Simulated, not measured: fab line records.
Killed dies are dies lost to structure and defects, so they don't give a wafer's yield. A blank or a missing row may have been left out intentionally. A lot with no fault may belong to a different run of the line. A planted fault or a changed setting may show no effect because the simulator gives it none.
A lot that was struck, set against a sound lot ; flow sky130 ; 15 out of 708 route steps
Sound: these wafers, L966.1, L966.4, L966.6. Wafers struck: L977.3, L977.4, L977.5. The cause comes at the end.
At each step with rows: each side's tool, then ch and its chambers, then its first start. Under that, the readings that differ: sound wafers ; struck wafers ; difference of the means ; sigmas: that difference in standard deviations of wafers without a fault.
alike: a reading whose means differ by less than 2 such deviations, as well as words and numbers matching on both sides. not compared: withheld readings; readings where some wafer has no value; bounds like >300 that might hide an equal value; numbers whose values overlap and for which the record gives no deviation.
Wherever a step has rows on one side only, a row that says differs or no value, or a row with sigmas, the two part there. When numbers do not overlap yet have no deviation, they are printed without sigmas and do not part them. A reading missing from all wafers of one side parts the sides only when that side holds two or more wafers.

first, 5 steps without rows for these wafers: SKY_FIELD_ISO_WET_ETCH_28 (etches SiO2 in dHF, target depth 23.7 nm, time 47 s); SKY_FIELD_ISO_WET_ETCH_29 (etches Si3N4 in H3PO4, target depth 160 nm, time 1825 s); SKY_FIELD_ISO_WET_ETCH_30 (etches SiO2 in dHF, target depth 25 nm, time 50 s); SKY_NWELL_CLEAN_00 (cleans in SC1/SC2, time 150 s); SKY_NWELL_OXIDATION_01 (stabilise 600 s, purge 300 s, target thk 10 nm).
SKY_NWELL_THK_MEAS_02:
  struck on film-metro-02, day 6 16:09; sound on film-metro-03, day 4 05:56
  alike: NWELL_OXIDATION_THK
then, 6 steps without rows for these wafers: SKY_DNWELL_DEHYDRATE_00 (time 60 s); SKY_DNWELL_HMDS_01 (prime time 60 s); SKY_DNWELL_COAT_02 (resist thk 3000 nm); SKY_DNWELL_SOFTBAKE_03; SKY_DNWELL_EXPOSE_04 (exposes mask DNM, target cd 3000 nm); SKY_DNWELL_PEB_05.
SKY_DNWELL_DEVELOP_06: develop time 60 s.
  sound on litho-track-02 ch 0, day 4 23:00; struck on litho-track-02 ch 0, day 7 11:00
reading;sound;struck;difference;sigmas
developer-temp-C (C);23.02 22.97 23.05;23.88 24.01 24.17;+1.01;+10
after that, 1 step had no rows for these wafers: SKY_DNWELL_IMPLANT_07.
-- the record jumps here: 43 days lie between the struck wafers' starts before and after (it left off in module DNWELL and takes up again in module PAD_OPEN, whose first step shown is number 708 of the route) --
SKY_PAD_OPEN_PROBE_99:
  struck on prober-01, day 50 10:22; sound on prober-01, day 47 21:09
  alike: killed_at_M0_to_M3, killed_at_M4_up, killed-at-contacts, killed-at-front-end, killed-at-other, killed-dies, killed-open, killed-short

## WHERE THEY PART
At SKY_DNWELL_DEVELOP_06 and nowhere else, as far as this record goes. Later steps at which nothing parts them and some readings are alike: SKY_PAD_OPEN_PROBE_99.

WHY: what the simulator had put in
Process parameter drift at SKY_DNWELL_DEVELOP_06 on litho-track-02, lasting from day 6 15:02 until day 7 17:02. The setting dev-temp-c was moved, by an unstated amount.
